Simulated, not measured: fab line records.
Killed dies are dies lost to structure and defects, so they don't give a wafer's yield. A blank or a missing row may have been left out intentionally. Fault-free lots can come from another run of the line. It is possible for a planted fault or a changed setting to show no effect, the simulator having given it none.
A lot that was struck, set against a sound lot	flow sky130	44 out of 708 route steps
Sound: the wafers L370.1, L370.3, L370.5. Wafers struck: L373.1, L373.2, L373.5. Last of all comes the cause.
Order at every step that has rows: each side's tool, ch and its chambers, its first start. Under that, the readings that differ: sound wafers	struck wafers	difference of the means	sigmas: that difference in standard deviations of wafers without a fault.
alike: readings with means less than 2 such deviations apart, plus words and numbers identical on both sides. not compared: withheld readings, readings lacking a value on some wafer, bounds such as >300 that could conceal the same value, and numbers that have no deviation in the record and whose values overlap.
A row with sigmas, a row that says differs or no value, or rows on one side alone: a step with any of these is where the two part. Numbers that have no deviation but don't overlap get no sigmas and don't part them. A reading that every wafer of one side lacks parts them only if that side has two wafers or more.

first, 2 steps without rows for these wafers: SKY_VIA3_CLEAN_18 (cleans in IPA, time 180 s); SKY_VIA3_CLEAN_19 (cleans in O3/DIW).
SKY_VIA3_SPUTTER_20: material TiN, target thk 20 nm, time 80 s.
  sound: pvdSputter-01 at day 40 07:43; struck: pvdSputter-02 at day 41 16:47
  alike: throttleValvePct
then, 1 step without rows for these wafers: SKY_VIA3_CVD_21 (deposits W, target thk 390 nm, time 117.31 s).
SKY_VIA3_RS_MEAS_22: a four-point-probe measurement.
  sound: filmMetro-01 at day 40 07:53; struck: filmMetro-02 at day 41 16:58
  alike: VIA3_W_RS
SKY_VIA3_THK_MEAS_23: measures by xrf.
  sound: filmMetro-01 at day 40 08:01; struck: filmMetro-02 at day 41 17:05
  alike: VIA3_W_THK
then, 1 step without rows for these wafers: SKY_VIA3_CMP_24 (polishes, stops on SiO2, t overpolish 20 s, target thk 0 nm).
SKY_METAL4_SPUTTER_00: material Ti, target thk 15 nm, time 10 s.
  sound: pvdSputter-03 at day 40 08:22; struck: pvdSputter-04 at day 41 17:26
  alike: throttleValvePct
SKY_METAL4_SPUTTER_01: material TiN, target thk 20 nm, time 16.7 s.
  sound: pvdSputter-03 at day 40 08:23; struck: pvdSputter-04 at day 41 17:28
  alike: throttleValvePct
then, 3 steps without rows for these wafers: SKY_METAL4_SPUTTER_02 (material AlCu, target thk 735 nm, time 39.1 s); SKY_METAL4_SPUTTER_03 (material Ti, target thk 5 nm, time 3.3 s); SKY_METAL4_SPUTTER_04 (material TiN, target thk 70 nm, time 58.3 s).
SKY_CAP2M_CVD_00: deposits SiO2, target thk 15.5 nm.
  sound on pecvd-04 ch 1,2, day 40 08:31; struck on pecvd-04 ch 1,2, day 41 17:35
reading	sound	struck	difference	sigmas
model.SiO2_of_CAP2M_CVD_00.thkNm (nm)	15.38 15.19 15.37	8.808 9.15 9.015	-6.322	
  alike: heaterPowerW
SKY_CAP2M_THK_MEAS_01:
  sound: filmMetro-03 at day 40 08:32; struck: filmMetro-04 at day 41 17:50
reading	sound	struck	difference	sigmas
CAP2M_CVD_00_THK (nm)	15.40 15.21 15.41	8.80 9.18 9.06	-6.33	-25
  not compared: hold
SKY_CAP2M_SPUTTER_02: material TiN, target thk 200 nm, time 166.7 s.
  sound: pvdSputter-04 at day 40 08:36; struck: pvdSputter-03 at day 41 21:20
reading	sound	struck	difference	sigmas
hold	- - -	awaitDispo/3.4h/release awaitDispo/3.4h/release awaitDispo/3.4h/release	no value on the sound wafers	
  alike: throttleValvePct
SKY_CAP2M_RS_MEAS_03: a four-point-probe measurement.
  sound: filmMetro-04 at day 40 08:43; struck: filmMetro-01 at day 41 21:26
  alike: CAP2M_TIN_RS
SKY_CAP2M_THK_MEAS_04: measures by xrf.
  sound: filmMetro-04 at day 40 08:50; struck: filmMetro-01 at day 41 21:33
  alike: CAP2M_TIN_THK
then, 7 steps without rows for these wafers: SKY_CAP2M_DEHYDRATE_05 (time 60 s); SKY_CAP2M_HMDS_06 (prime time 60 s); SKY_CAP2M_COAT_07 (resist thk 1140 nm); SKY_CAP2M_SOFTBAKE_08 (time 60 s); SKY_CAP2M_EXPOSE_09 (exposes mask CAP2M, target cd 1000 nm); SKY_CAP2M_PEB_10; SKY_CAP2M_DEVELOP_11 (develop time 60 s).
SKY_CAP2M_OVL_MEAS_12:
  sound: overlay-01 at day 41 07:43; struck: overlay-02 at day 42 17:14
  alike: CAP2M_OVL
then, 13 steps without rows for these wafers: SKY_CAP2M_METAL_ETCH_13 (etches TiN in Cl2/BCl3, stops on SiO2, target depth 220 nm, time 62.9 s); SKY_CAP2M_STRIP_14 (strips in O2/N2); SKY_CAP2M_STRIP_15 (strips in post etch residue remover, time 1200 s); SKY_CAP2M_CLEAN_16 (cleans in IPA, time 180 s); SKY_CAP2M_CLEAN_17 (cleans in O3/DIW); SKY_METAL4_DEHYDRATE_05 (time 60 s); SKY_METAL4_HMDS_06 (prime time 60 s); SKY_METAL4_COAT_07 (resist thk 60 nm); SKY_METAL4_COAT_08 (resist thk 1140 nm); SKY_METAL4_SOFTBAKE_09 (time 90 s); SKY_METAL4_EXPOSE_10 (exposes mask MM4, target cd 300 nm); SKY_METAL4_PEB_11; SKY_METAL4_DEVELOP_12 (develop time 60 s).
SKY_METAL4_CD_MEAS_13 targets a cd of 300 nm.
  sound: cdSem-02 at day 42 09:16; struck: cdSem-01 at day 43 16:12
  alike: cdNm
SKY_METAL4_OVL_MEAS_14:
  sound: overlay-02 at day 42 09:23; struck: overlay-02 at day 43 16:19
  alike: METAL4_OVL
then, 1 step without rows for these wafers: SKY_METAL4_DESCUM_15 (chemistry O2, time 8 s).
SKY_METAL4_ETCH_16: etches BARC in N2/H2, stops on SiO2, time 88.2 s, target depth 60 nm.
  sound on rieMetal-02 ch 0,1, day 42 09:27; struck on rieMetal-04 ch 0,1, day 43 16:23
  alike: drypumpMotorCurrentA, oesProductAu, throttleValvePct
  not compared: rfHoursCounterH
SKY_METAL4_ETCH_17: etches SiO2 in C4F8/O2/Ar, stops on TiN, time 3.9 s, target depth 15 nm.
  sound on rieDiel-02 ch 0,1,2, day 42 09:33; struck on rieDiel-03 ch 0,3, day 43 16:29
reading	sound	struck	difference	sigmas
oesProductAu (a.u.)	0.750 0.741 0.747	0.595 0.599 0.600	-0.148	-19
model.etch.depthNm (nm)	15.38 15.19 15.37	8.808 9.15 9.015	-6.322	
  not compared: rfHoursCounterH
-- the record jumps here: 4 days lie between the struck wafers' starts before and after (it left off in module METAL4 and takes up again in module PAD_OPEN, whose first step shown is number 708 of the route) --
SKY_PAD_OPEN_PROBE_99:
  sound: prober-02 at day 46 04:41; struck: prober-02 at day 47 07:54
reading	sound	struck	difference	sigmas
killedAtFrontEnd	16 34 22	9 18 13	-11	-2
model.etest.tester.sortNPass	421 399 410	0 0 0	-410	
model.etest.tester.sortYieldPct (%)	85.57 81.1 83.33	0 0 0	-83	
model.etest.tester.sort_bin_5_pct (%)	10.37 9.553 10.16	93.9 91.67 91.67	+82.4	
model.etest.capMim2.bvV (V)	13.49 13.83 14.22	7.973 8.297 8.191	-5.693	
model.etest.capMim2.leakLog10ACm2	-8.928 -8.963 -9	-6.123 -6.086 -6.128	+2.851	
model.etest.capMim2.cFfUm2	2.373 2.38 2.345	4.179 3.957 4.033	+1.690	
model.etest.capMim2.cFfUm2RimLessCentre	0.001115 -0.01597 -0.004056	0.04049 0.03525 0.1543	+0.08298	
model.etest.tester.sort_bin_4_pct (%)	0 0 0	1.78e-06 7.027e-09 4.834e-08	+6.12e-07	
  alike: defectLimitedYield, killed_at_M0_to_M3, killed_at_M4_up, killedAtContacts, killedAtOther, killedDies, killedOpen, killedShort

== WHERE THEY PART ==
Earliest at SKY_CAP2M_THK_MEAS_01; latest, in this record, at SKY_PAD_OPEN_PROBE_99.

WHY: what had been put in by the simulator
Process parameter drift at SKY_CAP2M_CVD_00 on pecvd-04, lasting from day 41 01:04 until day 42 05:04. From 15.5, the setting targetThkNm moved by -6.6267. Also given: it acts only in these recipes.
